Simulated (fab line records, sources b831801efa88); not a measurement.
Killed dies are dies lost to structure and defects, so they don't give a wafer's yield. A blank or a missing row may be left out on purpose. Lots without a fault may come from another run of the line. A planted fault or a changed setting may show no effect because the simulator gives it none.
Which tool did it? | flow gf180mcu | 24 lots, 72 wafers sampled, at 4 steps of a route of 602

WHAT THE GAUGES READ, wafer by wafer
GF_M5_OVL_MEAS_08.
lot  | measured     | on         | M5_OVL (nm)
L074 | day 26 06:20 | overlay-01 | -5 -2 -4
L075 | day 26 15:27 | overlay-02 | 7 3 5
L076 | day 26 22:55 | overlay-02 | -3 -7 5
L077 | day 27 04:54 | overlay-01 | 6 10 7
L078 | day 27 11:56 | overlay-01 | 2 3 6
L079 | day 27 12:35 | overlay-01 | 4 1 0
L080 | day 28 00:11 | overlay-01 | 2 0 4
L081 | day 28 06:20 | overlay-01 | 10 5 1
L082 | day 28 15:47 | overlay-01 | 6 2 -2
L083 | day 29 02:56 | overlay-02 | 16 19 14
L084 | day 29 09:59 | overlay-02 | -3 -8 2
L085 | day 29 16:57 | overlay-01 | 8 2 5
L086 | day 30 03:02 | overlay-01 | 2 13 0
L087 | day 30 07:42 | overlay-01 | 9 12 -1
L088 | day 30 09:44 | overlay-02 | -4 -2 -9
L089 | day 30 18:20 | overlay-01 | 0 4 4
L090 | day 31 04:44 | overlay-01 | 4 -4 -1
L091 | day 31 06:23 | overlay-01 | -7 -2 -10
L092 | day 31 11:47 | overlay-01 | -7 1 1
L093 | day 31 17:53 | overlay-02 | -4 -6 -7
L094 | day 32 04:44 | overlay-02 | 6 8 4
L095 | day 32 20:31 | overlay-01 | 2 14 2
L096 | day 32 22:11 | overlay-02 | -1 2 5
L097 | day 33 07:40 | overlay-01 | 4 4 5

GF_V5_THK_MEAS_03.
lot  | measured     | on            | V5_CVD_02_THK (nm)
L074 | day 26 07:17 | film_metro-03 | 1457 1456 1465
L075 | day 26 16:26 | film_metro-03 | 1417 1439 1455
L076 | day 26 23:53 | film_metro-03 | 1434 1434 1456
L077 | day 27 05:50 | film_metro-02 | 1442 1466 1469
L078 | day 27 12:56 | film_metro-01 | 1446 1429 1448
L079 | day 27 13:31 | film_metro-02 | 1442 1428 1474
L080 | day 28 01:07 | film_metro-01 | 1434 1445 1443
L081 | day 28 07:16 | film_metro-03 | 1454 1436 1439
L082 | day 28 16:44 | film_metro-02 | 1440 1426 1451
L083 | day 29 03:53 | film_metro-01 | 1446 1452 1453
L084 | day 29 11:05 | film_metro-03 | 1431 1446 1439
L085 | day 29 18:04 | film_metro-03 | 1466 1497 1469
L086 | day 30 04:00 | film_metro-01 | 1464 1482 1484
L087 | day 30 08:40 | film_metro-03 | 1432 1458 1463
L088 | day 30 10:41 | film_metro-02 | 1448 1431 1466
L089 | day 30 19:17 | film_metro-01 | 1430 1439 1472
L090 | day 31 05:43 | film_metro-01 | 1456 1474 1486
L091 | day 31 07:22 | film_metro-03 | 1446 1433 1436
L092 | day 31 12:46 | film_metro-02 | 1433 1448 1454
L093 | day 31 18:54 | film_metro-02 | 1438 1451 1461
L094 | day 32 05:40 | film_metro-01 | 1443 1450 1462
L095 | day 32 21:31 | film_metro-03 | 1460 1451 1441
L096 | day 32 23:09 | film_metro-02 | 1431 1456 1465
L097 | day 33 08:38 | film_metro-01 | 1461 1438 1456

WHICH TOOL RAN EACH LOT (tool, then ch and the chambers of the sampled wafers, then the start)
lot  | GF_M5_ETCH_09                      | GF_M5_METAL_ETCH_10
L074 | rie_diel-02 ch 0,1,2, day 26 06:22 | rie_metal-04 ch 0,1, day 26 06:24
L075 | rie_diel-04 ch 0,1,2, day 26 15:28 | rie_metal-04 ch 0,1, day 26 15:32
L076 | rie_diel-02 ch 0,1,3, day 26 22:57 | rie_metal-02 ch 0,1, day 26 22:58
L077 | rie_diel-04 ch 0,2, day 27 04:55   | rie_metal-01 ch 0,1, day 27 04:59
L078 | rie_diel-01 ch 1,2, day 27 11:58   | rie_metal-04 ch 0,1, day 27 12:00
L079 | rie_diel-04 ch 0,2,3, day 27 12:37 | rie_metal-02 ch 0,1, day 27 12:39
L080 | rie_diel-04 ch 0,1,3, day 28 00:13 | rie_metal-02 ch 0,1, day 28 00:15
L081 | rie_diel-01 ch 0,2,3, day 28 06:22 | rie_metal-04 ch 0,1, day 28 06:23
L082 | rie_diel-02 ch 0,1,3, day 28 15:49 | rie_metal-01 ch 0,1, day 28 15:50
L083 | rie_diel-04 ch 0,2, day 29 02:58   | rie_metal-01 ch 0, day 29 02:59
L084 | rie_diel-01 ch 1,3, day 29 10:01   | rie_metal-02 ch 0, day 29 10:05
L085 | rie_diel-01 ch 1,2, day 29 16:58   | rie_metal-01 ch 1, day 29 17:05
L086 | rie_diel-04 ch 1,3, day 30 03:04   | rie_metal-02 ch 0,1, day 30 03:05
L087 | rie_diel-04 ch 1,2, day 30 07:43   | rie_metal-02 ch 0,1, day 30 07:47
L088 | rie_diel-04 ch 0,1,2, day 30 09:46 | rie_metal-04 ch 0,1, day 30 09:47
L089 | rie_diel-01 ch 0,1,3, day 30 18:22 | rie_metal-04 ch 0,1, day 30 18:24
L090 | rie_diel-04 ch 3, day 31 04:46     | rie_metal-04 ch 0,1, day 31 04:49
L091 | rie_diel-04 ch 1,3, day 31 06:25   | rie_metal-04 ch 0,1, day 31 06:28
L092 | rie_diel-04 ch 1,2,3, day 31 11:49 | rie_metal-04 ch 0,1, day 31 11:50
L093 | rie_diel-04 ch 0,3, day 31 17:55   | rie_metal-04 ch 0,1, day 31 17:56
L094 | rie_diel-02 ch 1,2,3, day 32 04:46 | rie_metal-04 ch 0,1, day 32 04:47
L095 | rie_diel-04 ch 0,2,3, day 32 20:33 | rie_metal-02 ch 0,1, day 32 20:34
L096 | rie_diel-02 ch 0,2, day 32 22:13   | rie_metal-02 ch 0,1, day 32 22:14
L097 | rie_diel-02 ch 0,1,2, day 33 07:42 | rie_metal-02 ch 0,1, day 33 07:43
- GF_M5_ETCH_09: etches Si3N4 in CF4/O2, target depth 52 nm, time 11.6 s.
- GF_M5_METAL_ETCH_10: etches the open film in Cl2/BCl3, stops on SiO2, target depth 750.8 nm, time 125.1 s.

WHAT THE TOOLS THEMSELVES READ (means of the sampled wafers that have a number; where no wafer has one, the mark that the record gives instead)
GF_M5_ETCH_09.
lot  | tool        | drypump_motor_current_A (A) | oes_product_au (a.u.) | throttle_valve_pct (%)
L074 | rie_diel-02 | 5.9                         | 1.003                 | 5.965
L075 | rie_diel-04 | 5.9                         | 0.995                 | 5.962
L076 | rie_diel-02 | 5.7                         | 0.999                 | 5.974
L077 | rie_diel-04 | 6.1                         | 0.997                 | 5.968
L078 | rie_diel-01 | 5.7                         | 1.007                 | 5.970
L079 | rie_diel-04 | 5.8                         | 0.990                 | 5.970
L080 | rie_diel-04 | 5.7                         | 1.000                 | 5.972
L081 | rie_diel-01 | 6.0                         | 1.011                 | 5.965
L082 | rie_diel-02 | 5.7                         | 1.001                 | 5.967
L083 | rie_diel-04 | 5.9                         | 0.993                 | 5.979
L084 | rie_diel-01 | 5.9                         | 1.007                 | 5.980
L085 | rie_diel-01 | 5.7                         | 1.010                 | 5.981
L086 | rie_diel-04 | 5.6                         | 0.998                 | 5.962
L087 | rie_diel-04 | 6.0                         | 1.004                 | 5.970
L088 | rie_diel-04 | 5.9                         | 0.998                 | 5.970
L089 | rie_diel-01 | 5.5                         | 1.010                 | 5.969
L090 | rie_diel-04 | 5.4                         | 1.003                 | 5.968
L091 | rie_diel-04 | 5.6                         | 1.000                 | 5.973
L092 | rie_diel-04 | 5.8                         | 0.992                 | 5.967
L093 | rie_diel-04 | 5.7                         | 0.993                 | 5.953
L094 | rie_diel-02 | 6.0                         | 0.994                 | 5.973
L095 | rie_diel-04 | 5.8                         | 1.001                 | 5.967
L096 | rie_diel-02 | 6.1                         | 0.991                 | 5.965
L097 | rie_diel-02 | 5.9                         | 0.994                 | 5.962

GF_M5_METAL_ETCH_10.
lot  | tool         | bcl3_flow_sccm (sccm) | drypump_motor_current_A (A) | oes_product_au (a.u.) | throttle_valve_pct (%)
L074 | rie_metal-04 | 39.95                 | 6.3                         | 0.991                 | 28.239
L075 | rie_metal-04 | 40.10                 | 6.3                         | 0.984                 | 28.240
L076 | rie_metal-02 | 39.98                 | 6.1                         | 0.987                 | 28.228
L077 | rie_metal-01 | 39.96                 | 5.6                         | 0.987                 | 28.240
L078 | rie_metal-04 | 40.03                 | 6.3                         | 0.986                 | 28.226
L079 | rie_metal-02 | 39.87                 | 5.8                         | 0.983                 | 28.232
L080 | rie_metal-02 | 39.97                 | 6.1                         | 0.990                 | 28.243
L081 | rie_metal-04 | 40.06                 | 5.8                         | 0.974                 | 28.237
L082 | rie_metal-01 | 39.97                 | 5.9                         | 0.983                 | 28.232
L083 | rie_metal-01 | 40.01                 | 5.4                         | 0.988                 | 28.243
L084 | rie_metal-02 | 40.05                 | 6.2                         | 0.989                 | 28.229
L085 | rie_metal-01 | 39.99                 | 6.1                         | 0.985                 | 28.236
L086 | rie_metal-02 | 40.14                 | 6.1                         | 0.983                 | 28.239
L087 | rie_metal-02 | 39.99                 | 5.8                         | 0.982                 | 28.235
L088 | rie_metal-04 | 40.02                 | 5.8                         | 0.980                 | 28.231
L089 | rie_metal-04 | 40.10                 | 6.3                         | 0.978                 | 28.248
L090 | rie_metal-04 | 39.93                 | 6.3                         | 0.979                 | 28.236
L091 | rie_metal-04 | 40.06                 | 6.3                         | 0.984                 | 28.241
L092 | rie_metal-04 | 40.10                 | 5.8                         | 0.987                 | 28.231
L093 | rie_metal-04 | 40.10                 | 5.8                         | 0.987                 | 28.239
L094 | rie_metal-04 | 39.99                 | 5.8                         | 0.984                 | 28.242
L095 | rie_metal-02 | 40.12                 | 5.8                         | 0.981                 | 28.227
L096 | rie_metal-02 | 39.94                 | 6.1                         | 0.988                 | 28.239
L097 | rie_metal-02 | 40.06                 | 6.1                         | 0.984                 | 28.248

THE ANSWER, worked out from the rows above alone
Rule: what is usual is taken from the lots themselves. Put in order of their means at a reading, lots are off if they are a third of the lots or fewer, leave a main group of 4 or more, and stand apart from it by a gap of 3 or more times the standard deviation of the main group's means; of several such gaps the widest counts. A main group whose means are all the same, to the digits that the tables above print for the reading, isn't used. A lot without any number at a reading at which 4 lots or more have one is off too. The other lots that the step has rows for count as sound. The gauges are gone through in route order, then the tools' own readings, and for those a lot's mean is taken as printed above. The first step at which some lot is off is used, and at that step the reading that is off furthest; a lot without a number counts as furthest.
No lot is off at any reading shown: from this, nothing can be told.

WHAT THE SIMULATOR HAD PUT IN
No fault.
